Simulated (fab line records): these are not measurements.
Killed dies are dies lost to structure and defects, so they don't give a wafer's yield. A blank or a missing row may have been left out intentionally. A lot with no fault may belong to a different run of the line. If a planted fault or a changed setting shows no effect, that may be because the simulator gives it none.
Chamber matching | flow gf180mcu | GF_V4_CMP_04 on cmp-01: 4 sister chambers
The step polishes SiO2. 8 wafers are shown with their chamber, then 10 later ones without.

## WAFERS PAIRED WITH THEIR CHAMBERS
wafer  | chamber | motor_current_A (A) | time_to_endpoint_s (s)
L866.3 | 3       | 11.3                | 72
L866.4 | 1       | 11.2                | 80
L866.6 | 0       | 11.3                | 81
L870.2 | 2       | 14.1                | 66
L870.3 | 3       | 10.9                | 72
L870.6 | 2       | 14.1                | 76
L874.2 | 1       | 11.0                | 71
L874.3 | 0       | 10.3                | 71

## WAFERS WHOSE CHAMBER IS MISSING
wafer  | motor_current_A (A) | time_to_endpoint_s (s)
L874.5 | 11.6                | 74
L873.1 | 11.5                | 71
L873.2 | 11.0                | 74
L873.4 | 14.4                | 80
L875.1 | 10.5                | 76
L875.3 | 10.8                | 70
L875.6 | 14.0                | 70
L876.2 | 11.3                | 78
L876.5 | 13.5                | 75
L876.6 | 11.7                | 77

## WHICH CHAMBER EACH WENT THROUGH
wafer  | from the rows above          | in truth
L874.5 | can't be placed: 1 or 3 or 0 | 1
L873.1 | can't be placed: 3 or 1 or 0 | 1
L873.2 | can't be placed: 1 or 3 or 0 | 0
L873.4 | 2                            | 2
L875.1 | can't be placed: 0 or 1 or 3 | 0
L875.3 | can't be placed: 3 or 0 or 1 | 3
L875.6 | 2                            | 2
L876.2 | can't be placed: 1 or 3 or 0 | 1
L876.5 | 2                            | 2
L876.6 | can't be placed: 1 or 3 or 0 | 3
Correct placement for 3 of the 10. From these rows, 7 cannot be placed; in 7 the true chamber is one of the candidates. Wrongly placed: 0.
How it was worked out, from the rows above alone: a wafer's distance from a chamber is the root of the sum, over the readings, of the square of ((its reading less the chamber's mean) divided by the reading's scatter). The wafer belongs to the nearest chamber; if the next one is less than 2 further off, it can't be placed. For every chamber, the mean is computed from those of its wafers that are shown. The scatter is the square root of a quotient: the sum, over the shown wafers, of each reading's squared deviation from its chamber's mean, divided by wafers minus chambers.
